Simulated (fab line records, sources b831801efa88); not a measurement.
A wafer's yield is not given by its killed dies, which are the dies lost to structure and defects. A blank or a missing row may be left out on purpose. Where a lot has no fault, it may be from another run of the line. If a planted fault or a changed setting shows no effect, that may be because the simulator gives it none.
Which tool is to blame?	flow gf180mcu	12 lots, 36 wafers sampled, at 6 steps of a route of 602

== WHAT THE GAUGES SHOWED, per wafer ==
GF_M2_RS_MEAS_05: measurement is done with a four-point probe.
lot	measured	on	M2_ALCU_RS (ohm/sq)
L470	day 18 01:11	filmMetro-03	0.0697 0.0703 0.0701
L471	day 18 08:04	filmMetro-02	0.0681 0.0677 0.0688
L472	day 18 16:28	filmMetro-02	0.0683 0.0688 0.0683
L474	day 19 15:38	filmMetro-03	0.0680 0.0691 0.0677
L475	day 19 23:13	filmMetro-03	0.0700 0.0701 0.0703
L477	day 20 19:37	filmMetro-03	0.0696 0.0693 0.0694
L482	day 22 20:43	filmMetro-03	0.0697 0.0703 0.0698
L483	day 23 07:34	filmMetro-03	0.0686 0.0683 0.0700
L487	day 24 10:12	filmMetro-02	0.0692 0.0699 0.0691
L488	day 24 19:48	filmMetro-03	0.0699 0.0693 0.0696
L492	day 25 22:27	filmMetro-02	0.0687 0.0693 0.0691
L493	day 26 05:21	filmMetro-04	0.0691 0.0692 0.0696

GF_V3_OVL_MEAS_15.
lot	measured	on	V3_OVL (nm)
L470	day 22 02:40	overlay-02	-2 1 4
L471	day 22 10:17	overlay-01	10 4 10
L472	day 22 19:52	overlay-02	-2 0 -9
L474	day 23 18:48	overlay-02	11 0 4
L475	day 24 01:07	overlay-02	9 5 7
L477	day 24 20:58	overlay-01	7 7 -5
L482	day 26 16:11	overlay-01	6 0 -4
L483	day 27 02:25	overlay-02	2 2 5
L487	day 28 13:26	overlay-01	-4 -5 0
L488	day 28 10:50	overlay-02	5 -6 5
L492	day 29 09:20	overlay-01	-1 1 -6
L493	day 29 16:49	overlay-02	-7 -3 -9

GF_V3_RS_MEAS_24: measurement is done with a four-point probe.
lot	measured	on	V3_W_RS (ohm/sq)
L470	day 22 03:40	filmMetro-01	0.322 0.323 0.322
L471	day 22 11:32	filmMetro-04	0.330 0.330 0.327
L472	day 22 20:46	filmMetro-04	0.327 0.324 0.326
L474	day 23 19:44	filmMetro-01	0.331 0.329 0.330
L475	day 24 02:02	filmMetro-04	0.327 0.327 0.325
L477	day 24 21:59	filmMetro-02	0.326 0.324 0.323
L482	day 26 17:08	filmMetro-02	44.256 44.850 44.629
L483	day 27 03:19	filmMetro-02	43.179 42.999 43.559
L487	day 28 14:23	filmMetro-01	0.327 0.328 0.327
L488	day 28 11:49	filmMetro-01	0.326 0.326 0.327
L492	day 29 10:16	filmMetro-04	0.326 0.327 0.325
L493	day 29 17:43	filmMetro-01	0.326 0.323 0.326

GF_V3_THK_MEAS_25: measures by xrf.
lot	measured	on	V3_W_THK (nm)
L470	day 22 03:47	filmMetro-01	362 363 362
L471	day 22 11:39	filmMetro-04	356 357 359
L472	day 22 20:53	filmMetro-04	360 363 360
L474	day 23 19:50	filmMetro-01	353 356 355
L475	day 24 02:09	filmMetro-04	364 361 364
L477	day 24 22:07	filmMetro-02	361 359 363
L482	day 26 17:15	filmMetro-02	<0 <0 <0
L483	day 27 03:26	filmMetro-02	<0 <0 <0
L487	day 28 14:30	filmMetro-01	359 357 357
L488	day 28 11:55	filmMetro-01	358 360 358
L492	day 29 10:23	filmMetro-04	362 362 365
L493	day 29 17:50	filmMetro-01	360 363 360

== TOOL THAT RAN EACH LOT (tool first, then ch and the chambers of the sampled wafers, then the start) ==
lot	GF_V2_ETCH_17	GF_V3_CVD_23
L470	rieDiel-01 ch 1,2, day 22 02:40 or earlier	cvdW-01 ch 0,1, day 22 03:33
L471	rieDiel-01 ch 0,2,3, day 22 10:17 or earlier	cvdW-01 ch 0,1, day 22 11:25
L472	rieDiel-02 ch 1,2,3, day 22 19:52 or earlier	cvdW-02 ch 1, day 22 20:40
L474	rieDiel-03 ch 1,2,3, day 23 18:48 or earlier	cvdW-02 ch 0,1, day 23 19:37
L475	rieDiel-01 ch 0,1,2, day 24 01:07 or earlier	cvdW-01 ch 0,1, day 24 01:55
L477	rieDiel-03 ch 1,2,3, day 24 20:58 or earlier	cvdW-02 ch 1, day 24 21:46
L482	rieDiel-01 ch 0,2,3, day 26 16:11 or earlier	cvdW-02 ch 0, day 26 17:01
L483	rieDiel-03 ch 0,1,2, day 27 02:25 or earlier	cvdW-01 ch 0,1, day 27 03:13
L487	rieDiel-01 ch 0,1,3, day 28 13:26 or earlier	cvdW-02 ch 0,1, day 28 14:16
L488	rieDiel-01 ch 0,1,2, day 28 10:50 or earlier	cvdW-02 ch 0,1, day 28 11:41
L492	rieDiel-02 ch 2,3, day 29 09:20 or earlier	cvdW-02 ch 0,1, day 29 10:08
L493	rieDiel-02 ch 0,1,2, day 29 16:49 or earlier	cvdW-01 ch 0,1, day 29 17:37
- GF_V2_ETCH_17: etches SiO2 in C4F8/O2/Ar, stops on TiN, target depth 630 nm.
- GF_V3_CVD_23: deposits W, target thk 350 nm, time 104.9 s.

== WHAT THE TOOLS THEMSELVES READ (means of the sampled wafers that have a number; where no wafer has one, the mark that the record gives instead) ==
GF_V2_ETCH_17.
lot	tool	oesProductAu (a.u.)
L470	rieDiel-01	0.861
L471	rieDiel-01	0.857
L472	rieDiel-02	0.855
L474	rieDiel-03	0.853
L475	rieDiel-01	0.856
L477	rieDiel-03	0.853
L482	rieDiel-01	0.857
L483	rieDiel-03	0.856
L487	rieDiel-01	0.862
L488	rieDiel-01	0.854
L492	rieDiel-02	0.859
L493	rieDiel-02	0.863

GF_V3_CVD_23.
lot	tool	chamberPressureTorr (Torr)	heaterPowerOuterW (W)	heaterPowerW (W)
L470	cvdW-01	40.15	502	813
L471	cvdW-01	39.99	499	801
L472	cvdW-02	39.89	560	868
L474	cvdW-02	39.98	567	891
L475	cvdW-01	40.07	499	835
L477	cvdW-02	40.07	562	886
L482	cvdW-02	-	-	-
L483	cvdW-01	-	-	-
L487	cvdW-02	39.92	563	906
L488	cvdW-02	40.03	575	937
L492	cvdW-02	39.93	562	909
L493	cvdW-01	40.10	505	824

== THE ANSWER, worked out from the rows above alone ==
Rule: the usual values come from the lots themselves. Put in order of their means at a reading, lots are off if they are a third of the lots or fewer, leave a main group of 4 or more, and stand apart from it by a gap of 3 or more times the standard deviation of the main group's means; of several such gaps the widest counts. Not used: any main group whose means are identical at the precision the tables above print for the reading. A lot without any number at a reading at which 4 lots or more have one is off too. All remaining lots with rows at the step are treated as sound. The gauges are gone through in route order, then the tools' own readings, and for those a lot's mean is taken as printed above. At the first step where some lot is off, the reading lying furthest off is the one used; lots without a number count as furthest.
Off: L482, L483, at GF_V3_RS_MEAS_24 (V3_W_RS). For the main group the mean is 0.326 ohm/sq and the standard deviation 0.0021.
A tool fits if, at a process step before that reading, it ran every lot that is off, and no sound lot after the first of them. Not tried: the gauges at GF_V3_RS_MEAS_24; whatever is off there is also off at GF_V3_CVD_23, on other tools, and gauge error can't account for it. GF_V2_ETCH_17 gives no start for some lots, so the hours and the order of its lots are those of GF_V3_OVL_MEAS_15. No candidate that was tried fits.

== WHAT THE SIMULATOR HAD PUT IN ==
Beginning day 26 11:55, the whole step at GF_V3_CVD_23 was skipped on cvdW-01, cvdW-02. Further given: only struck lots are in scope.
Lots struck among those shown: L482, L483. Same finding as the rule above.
